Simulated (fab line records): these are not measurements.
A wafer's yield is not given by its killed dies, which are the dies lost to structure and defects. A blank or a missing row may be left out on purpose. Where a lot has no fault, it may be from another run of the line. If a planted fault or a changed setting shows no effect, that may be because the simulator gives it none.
A lot that was struck, set against a sound lot	flow sfq line	26 out of 325 route steps
Sound: wafers L911.4, L911.5, L911.6. Struck: wafer L923.5 (left out: L923.1, L923.2 of the same lot, which were not struck); the cause appears at the end.
Per side, at each step with rows, come the tool, then ch with its chambers, and then its first start. Under that, the readings that differ: sound wafers	struck wafers	difference of the means	sigmas: that difference in standard deviations of wafers without a fault.
alike: words and numbers the same on both sides, and readings whose means are apart by under 2 such deviations; not compared: readings that were withheld, readings missing a value for some wafer, numbers with overlapping values and no deviation given by the record, and bounds like >300 which may hide the same value.
Wherever a step has rows on one side only, a row that says differs or no value, or a row with sigmas, the two part there. Non-overlapping numbers with no deviation appear without sigmas and do not part them. A reading that every wafer of one side lacks parts them only if that side has two wafers or more.

SFQ_L0_RS_MEAS_901: measures by four-point-probe.
  sound on film metro-01, day 2 03:37; struck on film metro-02, day 4 15:34
reading	sound	struck	difference	sigmas
L0_MONX_KI_RS (ohm/sq)	45.1 43.8 44.5	42.6	-1.9	-3
SFQ_L0_THK_MEAS_902: measures by xrf.
  sound on film metro-01, day 2 03:43; struck on film metro-02, day 4 15:41
reading	sound	struck	difference	sigmas
L0_MONX_KI_THK (nm)	37.4 38.8 37.8	39.8	+1.8	+3
then, 6 steps without rows for these wafers: SFQ_TRILAYER_L0_LITHO_COAT_010 (resist thk 62 nm); SFQ_TRILAYER_L0_LITHO_COAT_005 (resist thk 600 nm); SFQ_TRILAYER_L0_LITHO_SOFTBAKE_009; SFQ_TRILAYER_L0_LITHO_EXPOSE_006 (exposes mask L0, target cd 2000 nm); SFQ_TRILAYER_L0_LITHO_PEB_008 (peb time 60 s); SFQ_TRILAYER_L0_LITHO_DEVELOP_007 (time 60 s).
SFQ_TRILAYER_L0_BARC_OPEN_METAL_ETCH_010: etches BARC in O2, target depth 125 nm, time 41.7 s.
  sound on rie metal-03 ch 0,1, day 3 17:16; struck on rie metal-01 ch 0, day 6 07:39
reading	sound	struck	difference	sigmas
bias w (W)	80.17 80.41 80.04	79.26	-0.95	-4
chamber pressure mTorr (mTorr)	10.013 10.009 9.996	9.979	-0.027	-3
  alike: drypump motor current A, oes product au
  not compared: rf hours counter h
SFQ_TRILAYER_L0_ETCH_METAL_ETCH_008: etches MoNx KI in SF6/O2, stops on SiO2, target depth 50 nm, time 25 s.
  sound on rie metal-03 ch 0,1, day 3 17:19; struck on rie metal-01 ch 0, day 6 07:43
reading	sound	struck	difference	sigmas
oes product au (a.u.)	0.857 0.878 0.850	0.878	+0.016	+2
  alike: bias w, chamber pressure mTorr, drypump motor current A
  not compared: rf hours counter h
then, 2 steps without rows for these wafers: SFQ_TRILAYER_L0_STRIP_STRIP_009 (strips in O2); SFQ_TRILAYER_L0_STRIP_SOLV_CLEAN_010 (cleans in NMP, time 600 s).
SFQ_TRILAYER_L0_CAP_PECVD_011: deposits SiO2 from SiH4/N2O, time 13.333 s, target thk 60 nm.
  sound on pecvd-02 ch 0,1,2, day 3 18:08; struck on pecvd-03 ch 0, day 6 08:32
reading	sound	struck	difference	sigmas
model.SiO2_of_TRILAYER_L0_CAP_PECVD_011.thk nm (nm)	61.31 60.82 61.3	62.06	+0.92	
  alike: heater power w, throttle valve pct
then, 6 steps without rows for these wafers: SFQ_TRILAYER_L0_VIA_LITHO_COAT_018 (resist thk 62 nm); SFQ_TRILAYER_L0_VIA_LITHO_COAT_013 (resist thk 650 nm); SFQ_TRILAYER_L0_VIA_LITHO_SOFTBAKE_017; SFQ_TRILAYER_L0_VIA_LITHO_EXPOSE_014 (exposes mask L0V, target cd 700 nm); SFQ_TRILAYER_L0_VIA_LITHO_PEB_016 (peb time 60 s); SFQ_TRILAYER_L0_VIA_LITHO_DEVELOP_015 (time 60 s).
-- the record jumps here: 3 days lie between the struck wafers' starts before and after --
SFQ_L0V_OVL_MEAS_903:
  sound on overlay-01, day 6 06:30; struck on overlay-02, day 9 05:16
  alike: L0V_OVL
SFQ_TRILAYER_L0_VIA_BARC_OPEN_VIA_ETCH_021: etches BARC in O2, target depth 125 nm, time 41.7 s.
  sound on rie diel-04 ch 1,2,3, day 6 06:31; struck on rie diel-01 ch 0, day 9 05:19
reading	sound	struck	difference	sigmas
chamber pressure mTorr (mTorr)	29.971 29.964 29.928	30.031	+0.077	+3
drypump motor current A (A)	5.6 5.7 6.7	4.9	-1.1	-2
  alike: bias w, oes product au
  not compared: rf hours counter h
SFQ_TRILAYER_L0_VIA_ETCH_VIA_ETCH_016: etches SiO2 in CHF3, stops on MoNx KI, target depth 80 nm.
  sound on rie diel-04 ch 1,2,3, day 6 06:34; struck on rie diel-01 ch 0, day 9 05:21
reading	sound	struck	difference	sigmas
drypump motor current A (A)	5.6 5.7 6.6	4.9	-1.1	-2
model.etch.depth nm (nm)	61.31 60.82 61.3	62.06	+0.92	
model.L0V.feature depth nm (nm)	61.31 60.82 61.3	62.06	+0.92	
  alike: bias w, chamber pressure mTorr, oes product au
SFQ_TRILAYER_L0_VIA_STRIP_STRIP_017: strips in O2.
  sound on rie metal-03 ch 0,1, day 6 06:48; struck on rie metal-02 ch 1, day 9 05:24
  alike: chamber pressure mTorr, drypump motor current A, oes product au
  not compared: rf hours counter h
then, 1 step without rows for these wafers: SFQ_TRILAYER_L0_VIA_STRIP_SOLV_CLEAN_018 (cleans in NMP, time 600 s).
SFQ_TRILAYER_M0_DEP_PRE_CLEAN_020: time 15 s.
  sound on pvd sputter-05, day 6 07:23; struck on pvd sputter-05, day 9 06:10
reading	sound	struck	difference	sigmas
model.SiO2_of_TRILAYER_L0_CAP_PECVD_011.thk nm (nm)	56.31 55.82 56.3	57.06	+0.92	
SFQ_TRILAYER_M0_DEP_SPUTTER_019: material Nb, target thk 200 nm, time 133.3 s.
  sound on pvd sputter-05, day 6 07:25; struck on pvd sputter-05, day 9 06:12
  alike: cathode dc power W, throttle valve pct

## WHERE THEY PART
Last at SFQ_TRILAYER_L0_VIA_ETCH_VIA_ETCH_016 as far as this record goes, first at SFQ_L0_RS_MEAS_901. Later steps at which nothing parts them and some readings are alike: SFQ_TRILAYER_L0_VIA_STRIP_STRIP_017, SFQ_TRILAYER_M0_DEP_SPUTTER_019.

WHY: what had been put in by the simulator
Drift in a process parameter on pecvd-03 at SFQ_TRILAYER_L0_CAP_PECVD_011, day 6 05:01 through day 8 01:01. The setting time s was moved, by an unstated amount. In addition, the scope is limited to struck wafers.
